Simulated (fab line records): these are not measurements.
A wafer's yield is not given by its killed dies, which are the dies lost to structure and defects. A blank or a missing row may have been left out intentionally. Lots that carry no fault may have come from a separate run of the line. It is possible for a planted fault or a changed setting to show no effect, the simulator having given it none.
Which tool did it? :: flow gf180mcu :: 11 lots with 33 wafers sampled at 5 steps, on a route of 602 steps

== WHAT THE GAUGES READ, wafer by wafer ==
GF_M4_CD_MEAS_14: the cd target is 280 nm.
lot: L939
measured: day 23 08:36
on: cd-sem-02
cd-nm (nm): 279.3 279.6 279.2

lot: L940
measured: day 24 00:40
on: cd-sem-02
cd-nm (nm): 279.7 281.0 278.4

lot: L941
measured: day 24 10:27
on: cd-sem-01
cd-nm (nm): 278.8 280.3 280.2

lot: L947
measured: day 26 09:36
on: cd-sem-01
cd-nm (nm): 278.2 279.3 278.9

lot: L948
measured: day 26 12:09
on: cd-sem-01
cd-nm (nm): 277.8 280.1 279.1

lot: L949
measured: day 27 00:20
on: cd-sem-02
cd-nm (nm): 281.8 283.2 281.4

lot: L954
measured: day 28 17:35
on: cd-sem-02
cd-nm (nm): 278.8 278.1 276.5

lot: L955
measured: day 28 18:21
on: cd-sem-02
cd-nm (nm): 277.4 277.5 278.1

lot: L958
measured: day 29 16:59
on: cd-sem-01
cd-nm (nm): 279.5 280.0 279.1

lot: L961
measured: day 30 08:15
on: cd-sem-02
cd-nm (nm): 280.0 278.3 279.5

lot: L962
measured: day 30 15:01
on: cd-sem-01
cd-nm (nm): 276.9 276.6 277.1

GF_V4_THK_MEAS_03.
lot: L939
measured: day 23 09:37
on: film-metro-04
V4_CVD_02_THK (nm): 848 862 847

lot: L940
measured: day 24 01:40
on: film-metro-02
V4_CVD_02_THK (nm): 848 867 864

lot: L941
measured: day 24 11:35
on: film-metro-02
V4_CVD_02_THK (nm): 839 848 860

lot: L947
measured: day 26 10:39
on: film-metro-02
V4_CVD_02_THK (nm): 824 847 855

lot: L948
measured: day 26 13:12
on: film-metro-03
V4_CVD_02_THK (nm): 752 846 859

lot: L949
measured: day 27 01:22
on: film-metro-02
V4_CVD_02_THK (nm): 838 752 846

lot: L954
measured: day 28 18:35
on: film-metro-03
V4_CVD_02_THK (nm): 866 862 863

lot: L955
measured: day 28 19:24
on: film-metro-03
V4_CVD_02_THK (nm): 842 839 853

lot: L958
measured: day 29 18:01
on: film-metro-04
V4_CVD_02_THK (nm): 848 874 862

lot: L961
measured: day 30 09:16
on: film-metro-02
V4_CVD_02_THK (nm): 864 877 866

lot: L962
measured: day 30 16:01
on: film-metro-02
V4_CVD_02_THK (nm): 850 854 868

== EACH LOT AND THE TOOL THAT RAN IT (in order: tool; ch and the chambers of the sampled wafers; start) ==
lot: L939
GF_V3_ETCH_17: rie-diel-03 ch 0,3, day 22 07:41 or earlier
GF_V3_STRIP_18: plasma-asher-04 ch 0,1, day 22 07:41
GF_V4_CVD_02: pecvd-04 ch 0,2, day 23 09:33

lot: L940
GF_V3_ETCH_17: rie-diel-03 ch 0,1, day 23 01:01 or earlier
GF_V3_STRIP_18: plasma-asher-04 ch 0,1, day 23 01:01
GF_V4_CVD_02: pecvd-02 ch 0,1,2, day 24 01:35

lot: L941
GF_V3_ETCH_17: rie-diel-03 ch 2,3, day 23 10:49 or earlier
GF_V3_STRIP_18: plasma-asher-03 ch 0,1, day 23 10:49
GF_V4_CVD_02: pecvd-04 ch 0,2, day 24 11:31

lot: L947
GF_V3_ETCH_17: rie-diel-03 ch 0,1,2, day 25 10:46 or earlier
GF_V3_STRIP_18: plasma-asher-03 ch 0,1, day 25 10:46
GF_V4_CVD_02: pecvd-04 ch 1,2, day 26 10:35

lot: L948
GF_V3_ETCH_17: rie-diel-01 ch 0,1,3, day 25 13:59 or earlier
GF_V3_STRIP_18: plasma-asher-03 ch 0,1, day 25 13:59
GF_V4_CVD_02: pecvd-04 ch 0,2, day 26 13:08

lot: L949
GF_V3_ETCH_17: rie-diel-03 ch 2,3, day 26 01:38 or earlier
GF_V3_STRIP_18: plasma-asher-04 ch 0,1, day 26 01:38
GF_V4_CVD_02: pecvd-04 ch 0,1, day 27 01:18

lot: L954
GF_V3_ETCH_17: rie-diel-02 ch 0,2,3, day 27 20:37 or earlier
GF_V3_STRIP_18: plasma-asher-03 ch 0,1, day 27 20:37
GF_V4_CVD_02: pecvd-03 ch 0,2, day 28 18:29

lot: L955
GF_V3_ETCH_17: rie-diel-03 ch 1,3, day 27 21:10 or earlier
GF_V3_STRIP_18: plasma-asher-03 ch 0,1, day 27 21:10
GF_V4_CVD_02: pecvd-02 ch 1,2, day 28 19:20

lot: L958
GF_V3_ETCH_17: rie-diel-01 ch 0,1,3, day 28 20:16 or earlier
GF_V3_STRIP_18: plasma-asher-02 ch 0,1, day 28 20:16
GF_V4_CVD_02: pecvd-03 ch 0,1, day 29 17:55

lot: L961
GF_V3_ETCH_17: rie-diel-02 ch 1,3, day 29 12:53 or earlier
GF_V3_STRIP_18: plasma-asher-02 ch 0,1, day 29 12:53
GF_V4_CVD_02: pecvd-03 ch 0,1, day 30 09:12

lot: L962
GF_V3_ETCH_17: rie-diel-03 ch 1,2,3, day 29 18:26 or earlier
GF_V3_STRIP_18: plasma-asher-03 ch 0,1, day 29 18:26
GF_V4_CVD_02: pecvd-03 ch 0,1,2, day 30 15:56
- GF_V3_ETCH_17: etches SiO2 in C4F8/O2/Ar, stops on TiN, target depth 635 nm.
- GF_V3_STRIP_18: strips in O2/N2.
- GF_V4_CVD_02: deposits SiO2 from TEOS, target thk 850 nm, time 94.851 s.

== WHAT THE TOOLS THEMSELVES READ (means of the sampled wafers that have a number; where no wafer has one, the mark that the record gives instead) ==
GF_V3_ETCH_17.
lot: L939
tool: rie-diel-03
oes-product-au (a.u.): 0.854
rf-fwd-power-W (W): 1494

lot: L940
tool: rie-diel-03
oes-product-au (a.u.): 0.853
rf-fwd-power-W (W): 1492

lot: L941
tool: rie-diel-03
oes-product-au (a.u.): 0.851
rf-fwd-power-W (W): 1490

lot: L947
tool: rie-diel-03
oes-product-au (a.u.): 0.855
rf-fwd-power-W (W): 1492

lot: L948
tool: rie-diel-01
oes-product-au (a.u.): 0.854
rf-fwd-power-W (W): 1499

lot: L949
tool: rie-diel-03
oes-product-au (a.u.): 0.852
rf-fwd-power-W (W): 1490

lot: L954
tool: rie-diel-02
oes-product-au (a.u.): 0.857
rf-fwd-power-W (W): 1487

lot: L955
tool: rie-diel-03
oes-product-au (a.u.): 0.857
rf-fwd-power-W (W): 1495

lot: L958
tool: rie-diel-01
oes-product-au (a.u.): 0.857
rf-fwd-power-W (W): 1494

lot: L961
tool: rie-diel-02
oes-product-au (a.u.): 0.855
rf-fwd-power-W (W): 1491

lot: L962
tool: rie-diel-03
oes-product-au (a.u.): 0.858
rf-fwd-power-W (W): 1492

GF_V3_STRIP_18.
lot: L939
tool: plasma-asher-04
drypump-motor-current-A (A): 5.4
heater-power-w (W): 320
oes-product-au (a.u.): 0.592

lot: L940
tool: plasma-asher-04
drypump-motor-current-A (A): 5.4
heater-power-w (W): 327
oes-product-au (a.u.): 0.593

lot: L941
tool: plasma-asher-03
drypump-motor-current-A (A): 5.9
heater-power-w (W): 336
oes-product-au (a.u.): 0.587

lot: L947
tool: plasma-asher-03
drypump-motor-current-A (A): 5.9
heater-power-w (W): 337
oes-product-au (a.u.): 0.591

lot: L948
tool: plasma-asher-03
drypump-motor-current-A (A): 6.2
heater-power-w (W): 334
oes-product-au (a.u.): 0.594

lot: L949
tool: plasma-asher-04
drypump-motor-current-A (A): 5.2
heater-power-w (W): 322
oes-product-au (a.u.): 0.594

lot: L954
tool: plasma-asher-03
drypump-motor-current-A (A): 6.2
heater-power-w (W): 335
oes-product-au (a.u.): 0.597

lot: L955
tool: plasma-asher-03
drypump-motor-current-A (A): 6.2
heater-power-w (W): 334
oes-product-au (a.u.): 0.592

lot: L958
tool: plasma-asher-02
drypump-motor-current-A (A): 5.8
heater-power-w (W): 311
oes-product-au (a.u.): 0.595

lot: L961
tool: plasma-asher-02
drypump-motor-current-A (A): 6.2
heater-power-w (W): 312
oes-product-au (a.u.): 0.592

lot: L962
tool: plasma-asher-03
drypump-motor-current-A (A): 5.9
heater-power-w (W): 332
oes-product-au (a.u.): 0.587

GF_V4_CVD_02.
lot: L939
tool: pecvd-04
heater-power-w (W): 568
rf-fwd-power-W (W): 597.3

lot: L940
tool: pecvd-02
heater-power-w (W): 667
rf-fwd-power-W (W): 597.2

lot: L941
tool: pecvd-04
heater-power-w (W): 560
rf-fwd-power-W (W): 595.0

lot: L947
tool: pecvd-04
heater-power-w (W): 601
rf-fwd-power-W (W): 595.7

lot: L948
tool: pecvd-04
heater-power-w (W): 567
rf-fwd-power-W (W): 595.5

lot: L949
tool: pecvd-04
heater-power-w (W): 563
rf-fwd-power-W (W): 596.2

lot: L954
tool: pecvd-03
heater-power-w (W): 799
rf-fwd-power-W (W): 597.0

lot: L955
tool: pecvd-02
heater-power-w (W): 901
rf-fwd-power-W (W): 596.0

lot: L958
tool: pecvd-03
heater-power-w (W): 766
rf-fwd-power-W (W): 596.1

lot: L961
tool: pecvd-03
heater-power-w (W): 800
rf-fwd-power-W (W): 597.0

lot: L962
tool: pecvd-03
heater-power-w (W): 796
rf-fwd-power-W (W): 597.6

== THE ANSWER, worked out from the rows above alone ==
Rule: the lots themselves supply what counts as usual. Put in order of their means at a reading, lots are off if they are a third of the lots or fewer, leave a main group of 4 or more, and stand apart from it by a gap of 3 or more times the standard deviation of the main group's means; of several such gaps the widest counts. Not used: any main group whose means are identical at the precision the tables above print for the reading. Also off: a lot with no number at a reading for which 4 or more lots have one. The other lots that the step has rows for count as sound. Order of review: gauges by route order, followed by the tools' own readings, for which a lot's mean as printed above is used. At the first step where some lot is off, the reading lying furthest off is the one used; lots without a number count as furthest.
No lot is off at any reading shown: from this, nothing can be told.

== WHAT THE SIMULATOR HAD INSERTED ==
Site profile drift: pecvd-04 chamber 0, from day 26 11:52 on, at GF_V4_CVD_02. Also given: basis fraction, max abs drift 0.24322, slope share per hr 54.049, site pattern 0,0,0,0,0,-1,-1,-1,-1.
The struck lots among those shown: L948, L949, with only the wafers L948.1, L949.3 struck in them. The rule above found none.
